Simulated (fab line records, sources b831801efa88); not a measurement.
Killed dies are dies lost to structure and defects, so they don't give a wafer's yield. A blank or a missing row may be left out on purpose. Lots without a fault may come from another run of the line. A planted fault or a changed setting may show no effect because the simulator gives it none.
Problem report in the 8D (eight disciplines) form, filled by code | flow sky130 | the parts of the form that need people (team, actions taken, sign-off) are left out

1. THE PROBLEM
LDD_HVN_TW at SKY_LDD_HVN_TW_MEAS_10 reads a mean of 1499 on 6 wafers of 2 lots; wafers without a fault read 1442 with a standard deviation of 7.5. That is +7.6 standard deviations from the usual mean.
First seen on wafer L575.1, day 26 09:05, on film_metro-01. The record holds 36 wafers of 12 lots with a number at this step. Rule for "out", or "out of limits": more than 4 standard deviations from the usual mean. The other wafers with a number count as sound.

2. WHAT IT IS AND WHAT IT IS NOT
question                    | is                           | is not
which readings at this step | LDD_HVN_TW                   | -
which lots                  | L575, L577                   | L559, L560, L562, L563, L565, L566, L568, L569, L570, L571
which wafers of those lots  | all that have a number       | -
read on which gauges        | film_metro-01, film_metro-03 | film_metro-04
when                        | from day 26 09:05            | up to then (30 sound wafers)

3. SUSPECTS, AND WHAT RULES EACH OUT
Counting: a tool at a process step up to the reading stays a suspect if it ran every lot that is out and no sound lot after the first of them.
- the gauge at SKY_LDD_HVN_TW_MEAS_10: ruled out. The wafers that are out were read on 2 gauges (film_metro-01, film_metro-03).
- implanter-03 at SKY_LDD_HVN_IMPLANT_08: kept. It ran every lot that is out, first L575 (day 26 08:50), and no sound lot after that; its last sound lot up to then is L571 (day 25 02:32). Its own readings are out on those wafers: beam_energy_keV.
Left after counting: implanter-03 at SKY_LDD_HVN_IMPLANT_08.

4. THE CAUSE (what the simulator had put in)
Process parameter drift: implanter-03, from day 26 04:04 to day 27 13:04, at SKY_LDD_HVN_IMPLANT_08. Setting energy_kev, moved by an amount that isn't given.
Counting left only this tool.

5. THE CHAIN OF EFFECTS, in route order
Each row: a reading whose mean over the struck wafers that have a number lies more than 3 standard deviations from the usual. Only readings for which the record gives a usual standard deviation are gone through. hours: the time from each lot's start at the first step in this table that gives one to its start at this step, as a median over the lots. sigmas: the change in usual standard deviations.
hours | step                   | reading         | usual  | on struck wafers | change | sigmas
0     | SKY_LDD_HVN_IMPLANT_08 | beam_energy_keV | 59.997 | 69.522           | +9.525 | +99 or more
0     | SKY_LDD_HVN_TW_MEAS_10 | LDD_HVN_TW      | 1442   | 1499             | +57    | +7.6
The process steps in it:
- SKY_LDD_HVN_IMPLANT_08

6. WHAT WOULD HAVE CAUGHT IT SOONER
In this record the first reading out of limits at a measuring or inspecting step was taken at day 26 09:05, 5 hours after the fault began at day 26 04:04.
The tool's own readings at SKY_LDD_HVN_IMPLANT_08 were out on every struck wafer that the step has a row for (beam_energy_keV): an alarm limit on them would have fired on the first of those.
Of the lots that are out (2), L577 began SKY_LDD_HVN_IMPLANT_08 on implanter-03 after day 26 09:05. A hold on the tool at that time would have spared it.
